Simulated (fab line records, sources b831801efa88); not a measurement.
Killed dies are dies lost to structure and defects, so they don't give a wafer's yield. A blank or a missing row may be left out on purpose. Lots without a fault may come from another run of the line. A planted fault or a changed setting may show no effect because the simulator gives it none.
Chamber matching | flow gf180mcu | GF_V1_CMP_04 on cmp-01: 4 sister chambers
The step polishes SiO2. 8 wafers are shown with their chamber, then 11 later ones without.

WAFERS WITH THEIR CHAMBER
wafer  | chamber | motor_current_A (A) | platen_rpm (rpm)
L082.5 | 2       | 10.4                | 59.98
L083.1 | 1       | 13.8                | 60.04
L083.3 | 3       | 11.2                | 60.03
L083.6 | 1       | 13.3                | 59.92
L085.1 | 2       | 10.0                | 59.95
L085.5 | 3       | 11.3                | 60.10
L085.6 | 0       | 11.0                | 60.02
L086.2 | 0       | 12.8                | 59.99

WAFERS WITHOUT THEIR CHAMBER
wafer  | motor_current_A (A) | platen_rpm (rpm)
L086.3 | 14.1                | 59.97
L086.5 | 13.2                | 60.01
L091.1 | 10.7                | 60.06
L091.2 | 13.1                | 59.98
L091.4 | 9.6                 | 60.00
L092.3 | 10.2                | 59.97
L092.5 | 10.8                | 60.00
L092.6 | 10.3                | 60.05
L093.1 | 13.3                | 60.02
L093.3 | 10.4                | 60.08
L093.6 | 12.3                | 59.88

WHICH CHAMBER EACH WENT THROUGH
wafer  | from the rows above               | in truth
L086.3 | 1                                 | 1
L086.5 | can't be placed: 1 or 0           | 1
L091.1 | can't be placed: 3 or 2 or 0      | 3
L091.2 | can't be placed: 1 or 0           | 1
L091.4 | can't be placed: 2 or 3           | 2
L092.3 | 2                                 | 2
L092.5 | can't be placed: 2 or 3 or 0      | 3
L092.6 | can't be placed: 3 or 2 or 0      | 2
L093.1 | can't be placed: 1 or 0           | 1
L093.3 | can't be placed: 3 or 2 or 0      | 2
L093.6 | can't be placed: 0 or 1 or 2 or 3 | 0
Placed correctly: 2 of 11. Can't be placed from these rows: 9 (the true chamber is among the candidates in 9). Placed wrongly: 0.
How it was worked out, from the rows above alone: a wafer's distance from a chamber is the root of the sum, over the readings, of the square of ((its reading less the chamber's mean) divided by the reading's scatter). The wafer belongs to the nearest chamber; if the next one is less than 2 further off, it can't be placed. A chamber's mean is the mean of its shown wafers. The scatter: the root of (the sum of the squares of (reading less its chamber's mean) over the shown wafers, divided by (wafers less chambers)).
